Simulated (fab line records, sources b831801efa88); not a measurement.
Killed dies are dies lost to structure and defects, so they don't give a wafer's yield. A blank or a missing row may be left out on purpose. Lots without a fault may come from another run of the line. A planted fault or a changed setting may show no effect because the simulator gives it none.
Problem report in the 8D (eight disciplines) form, filled by code | flow gf180mcu | the parts of the form that need people (team, actions taken, sign-off) are left out

1. THE PROBLEM
MVPSD_RS at GF_VT_IMPLANT_RS_MEAS_49 reads a mean of 1226 ohm/sq on 2 wafers of 1 lot; wafers without a fault read 1169 ohm/sq with a standard deviation of 3. That is +19 standard deviations from the usual mean.
The step: measures by four-point-probe.
First seen on wafer L882.3, day 12 05:09, on film_metro-04. The record holds 38 wafers of 13 lots with a number at this step. Rule for "out", or "out of limits": more than 4 standard deviations from the usual mean. The other wafers with a number count as sound.

2. WHAT IT IS AND WHAT IT IS NOT
question                    | is                     | is not
which readings at this step | MVPSD_RS               | -
which lots                  | L882                   | L866, L867, L868, L869, L870, L871, L873, L874, L875, L876, L877, L888
which wafers of those lots  | all that have a number | -
read on which gauges        | film_metro-04          | film_metro-02, film_metro-03
when                        | from day 12 05:09      | up to then (33 sound wafers); but 3 sound wafers of L888 came after

3. SUSPECTS, AND WHAT RULES EACH OUT
Counting: a tool at a process step up to the reading stays a suspect if it ran every lot that is out and no sound lot after the first of them.
- the gauge at GF_VT_IMPLANT_RS_MEAS_49: ruled out. All the wafers that are out were read on film_metro-04, but those of them that GF_MVPSD_IMPLANT_09 has rows for are out there too, on other tools.
- implanter-03 at GF_MVPSD_IMPLANT_09: kept. It ran the lot that is out, L882 (day 9 03:10), and no sound lot after that; its last sound lot up to then is L877 (day 7 21:49). Its own readings are out on those wafers: beam_on_s, faraday_current_uA.
Left after counting: implanter-03 at GF_MVPSD_IMPLANT_09.

4. THE CAUSE (what the simulator had put in)
Process parameter drift: implanter-03, from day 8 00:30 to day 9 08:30, at GF_MVPSD_IMPLANT_09. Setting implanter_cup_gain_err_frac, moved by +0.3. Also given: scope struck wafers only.
Counting left only this tool.

5. THE CHAIN OF EFFECTS, in route order
Each row: a reading whose mean over the struck wafers that have a number lies more than 3 standard deviations from the usual. Only readings for which the record gives a usual standard deviation are gone through. hours: the time from each lot's start at the first step in this table that gives one to its start at this step, as a median over the lots. sigmas: the change in usual standard deviations.
hours | step                     | reading            | usual       | on struck wafers | change | sigmas
0     | GF_MVPSD_IMPLANT_09      | beam_on_s          | 10.04 s     | 7.60             | -2.44  | -12
0     | GF_MVPSD_IMPLANT_09      | faraday_current_uA | 28.1        | 37.1             | +9.0   | +16
74    | GF_VT_IMPLANT_RS_MEAS_49 | MVPSD_RS           | 1169 ohm/sq | 1226             | +57    | +19
The process steps in it:
- GF_MVPSD_IMPLANT_09
Later measuring or inspecting steps at which every struck wafer that the step has a row for has a number for every such reading, and none has moved that far: GF_V5_THK_MEAS_25.

6. WHAT WOULD HAVE CAUGHT IT SOONER
In this record the first reading out of limits at a measuring or inspecting step was taken at day 12 05:09, 101 hours after the fault began at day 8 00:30.
The tool's own readings at GF_MVPSD_IMPLANT_09 were out on every struck wafer that the step has a row for (beam_on_s, faraday_current_uA): an alarm limit on them would have fired on the first of those.
All the lots that are out (1) had begun GF_MVPSD_IMPLANT_09 on implanter-03 by day 12 05:09. A hold on the tool at that time would have spared none of them.
